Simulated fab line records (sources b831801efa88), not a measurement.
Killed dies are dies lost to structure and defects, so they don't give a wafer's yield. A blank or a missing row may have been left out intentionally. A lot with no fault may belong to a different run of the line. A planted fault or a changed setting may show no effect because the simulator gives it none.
Chamber matching | flow sky130 | SKY_POLY_GATE_ETCH_16 on rie-diel-01: 4 sister chambers
The step etches Si3N4 in CH3F/O2, stops on poly-Si, time 147.5 s, target depth 75 nm. 4 wafers are shown with their chamber, then 8 later ones without.

## WAFERS, EACH WITH ITS CHAMBER
wafer  | chamber | oes-product-au (a.u.)
L085.6 | 1       | 0.646
L090.1 | 0       | 0.642
L090.5 | 2       | 0.638
L094.1 | 3       | 0.627

## WAFERS WITHOUT THEIR CHAMBER
wafer  | oes-product-au (a.u.)
L094.4 | 0.635
L094.6 | 0.641
L096.1 | 0.641
L096.3 | 0.633
L096.5 | 0.645
L097.2 | 0.639
L097.4 | 0.642
L097.6 | 0.637

## CHAMBER TAKEN BY EACH
wafer  | from the rows above          | in truth
L094.4 | can't be placed: 2 or 0      | 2
L094.6 | can't be placed: 0 or 2 or 1 | 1
L096.1 | can't be placed: 0 or 2 or 1 | 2
L096.3 | can't be placed: 2 or 3 or 0 | 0
L096.5 | can't be placed: 1 or 0      | 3
L097.2 | can't be placed: 2 or 0      | 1
L097.4 | can't be placed: 0 or 1 or 2 | 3
L097.6 | can't be placed: 2 or 0      | 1
Correctly placed: 0 of 8. Unplaceable from these rows: 8, with the true chamber sitting among the candidates in 4. Wrongly placed: 0.
How it was worked out, from the rows above alone: a wafer's distance from a chamber is the root of the sum, over the readings, of the square of ((its reading less the chamber's mean) divided by the reading's scatter). If the next closest chamber is less than 2 further off than the closest, the wafer can't be placed; otherwise it belongs to the closest. The mean given for a chamber averages the wafers shown for that chamber. The scatter (one wafer shown for each chamber): square how far every hidden wafer sits from the nearest shown wafer, average those squares and take the square root.
